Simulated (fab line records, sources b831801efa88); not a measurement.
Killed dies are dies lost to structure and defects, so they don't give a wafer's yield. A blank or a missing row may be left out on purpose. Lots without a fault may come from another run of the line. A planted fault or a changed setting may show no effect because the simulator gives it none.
Which tool did it? | flow sky130 | 7 lots, 21 wafers sampled, at 1 step of a route of 708

WHAT THE GAUGES READ, wafer by wafer
SKY_SONOS_TUNNEL_OVL_MEAS_08.
lot  | measured     | on         | SONOS_TUNNEL_OVL (nm)
L185 | day 12 15:26 | overlay-02 | 5.5 1.9 2.9
L187 | day 12 18:34 | overlay-01 | 0.9 -2.3 -0.8
L188 | day 13 10:52 | overlay-01 | 2.9 3.1 3.5
L197 | day 16 07:47 | overlay-02 | 0.8 0.2 1.6
L198 | day 16 14:08 | overlay-01 | -1.2 1.9 -1.3
L201 | day 17 02:05 | overlay-01 | 1.2 1.8 0.1
L206 | day 18 10:46 | overlay-01 | 2.9 2.6 3.9

WHICH TOOL RAN EACH LOT (tool, then ch and the chambers of the sampled wafers, then the start)
The record holds no process step before these readings.

THE ANSWER, worked out from the rows above alone
Rule: what is usual is taken from the lots themselves. Put in order of their means at a reading, lots are off if they are a third of the lots or fewer, leave a main group of 4 or more, and stand apart from it by a gap of 3 or more times the standard deviation of the main group's means; of several such gaps the widest counts. A main group whose means are all the same, to the digits that the tables above print for the reading, isn't used. A lot without any number at a reading at which 4 lots or more have one is off too. The other lots that the step has rows for count as sound.
No lot is off at any reading shown: from this, nothing can be told.

WHAT THE SIMULATOR HAD PUT IN
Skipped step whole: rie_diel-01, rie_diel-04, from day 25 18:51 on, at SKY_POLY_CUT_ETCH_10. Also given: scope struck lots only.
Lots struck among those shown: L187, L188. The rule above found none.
